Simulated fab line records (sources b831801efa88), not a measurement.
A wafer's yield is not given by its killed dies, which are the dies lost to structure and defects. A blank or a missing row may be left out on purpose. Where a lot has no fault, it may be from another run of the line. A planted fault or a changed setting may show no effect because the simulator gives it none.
8D (eight disciplines) problem report, filled in by code -- flow sky130 -- the parts of the form that need people (team, actions taken, sign-off) are left out

## 1. WHAT IS WRONG
Wafers free of any fault read 0.1276 ohm/sq (standard deviation 0.0017) for METAL2_ALCU_RS at SKY_METAL2_RS_MEAS_05, against a mean of 0.1094 ohm/sq on 2 wafers of 2 lots. That puts it -11 standard deviations away from the usual mean.
The step: measures by four-point-probe.
The first sign was on wafer L222.2 at day 37 14:51, on film_metro-01. At this step, 18 wafers from 6 lots have a number in the record. Rule for "out", or "out of limits": more than 4 standard deviations from the usual mean. The other wafers with a number count as sound.

## 2. WHAT IT IS; WHAT IT IS NOT
question,is,is not
which readings at this step,METAL2_ALCU_RS,-
which lots,"L222, L224","L213, L214, L227, L229"
which wafers of those lots,"L222.2, L224.2","L222.4, L222.6, L224.4, L224.6"
read on which gauges,film_metro-01,film_metro-04
when,from day 37 14:51,"up to then (8 sound wafers); but 8 sound wafers of L224, L227, L229 came after"

## 3. SUSPECTS, AND WHAT RULES EACH OUT
Counting: if a tool at a process step up to the reading ran every lot that is out, it stays a suspect. Sound lots after the first of them don't rule it out here, since some wafers of a struck lot are sound.
- the gauge at SKY_METAL2_RS_MEAS_05: kept. All the wafers that are out were read on film_metro-01, and no step on other tools shows them out.
- pvd_sputter-04 at SKY_VIA1_SPUTTER_20 (material TiN, target thk 20 nm, time 80 s): kept. It ran every lot that is out, first L222 (day 37 14:04).
- pvd_sputter-03 at SKY_METAL2_SPUTTER_00 (material Ti, target thk 15 nm, time 10 s): kept. It ran every lot that is out, first L222 (day 37 14:41); its last sound lot up to then is L213 (day 34 11:51).
- pvd_sputter-03 at SKY_METAL2_SPUTTER_02 (material AlCu, target thk 250 nm, time 13.3 s): kept. It ran every lot that is out, first L222 (day 37 14:44); its last sound lot up to then is L213 (day 34 11:53).
- pvd_sputter-03 at SKY_METAL2_SPUTTER_03 (material Ti, target thk 5 nm, time 3.3 s): kept. It ran every lot that is out, first L222 (day 37 14:46); its last sound lot up to then is L213 (day 34 11:55).
Left after counting: pvd_sputter-04 at SKY_VIA1_SPUTTER_20, pvd_sputter-03 at SKY_METAL2_SPUTTER_00, pvd_sputter-03 at SKY_METAL2_SPUTTER_02, pvd_sputter-03 at SKY_METAL2_SPUTTER_03, film_metro-01 at SKY_METAL2_RS_MEAS_05.

## 4. THE CAUSE (what the simulator had put in)
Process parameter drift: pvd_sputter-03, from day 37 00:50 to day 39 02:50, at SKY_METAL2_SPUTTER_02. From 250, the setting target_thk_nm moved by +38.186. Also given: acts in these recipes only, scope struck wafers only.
After counting, 5 suspects remain, this tool included.

## 5. THE CHAIN OF EFFECTS, in route order
Each row: a reading where the mean over the struck wafers with a number is more than 3 standard deviations away from the usual. Only readings for which the record gives a usual standard deviation are gone through. hours: the time from each lot's start at the first step in this table that gives one to its start at this step, as a median over the lots. sigmas: the change in usual standard deviations.
hours,step,reading,usual,on struck wafers,change,sigmas
0,SKY_METAL2_RS_MEAS_05,METAL2_ALCU_RS,0.1276 ohm/sq,0.1094,-0.0182,-11
0,SKY_METAL2_THK_MEAS_06,METAL2_ALCU_THK,247 nm,289,+42,+13

## 6. WHAT WOULD HAVE CAUGHT IT SOONER
The first out-of-limits reading at a measuring or inspecting step in this record came at day 37 14:51, 14 hours after the fault's start at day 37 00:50.
Tool readings at SKY_METAL2_SPUTTER_02 with a usual standard deviation given in the record: none out on any struck wafer, hence no alarm at a limit of 4 standard deviations on them.
Of the lots that are out (2), L224 began SKY_METAL2_SPUTTER_02 on pvd_sputter-03 after day 37 14:51. It would have been spared by a hold on the tool at that moment.
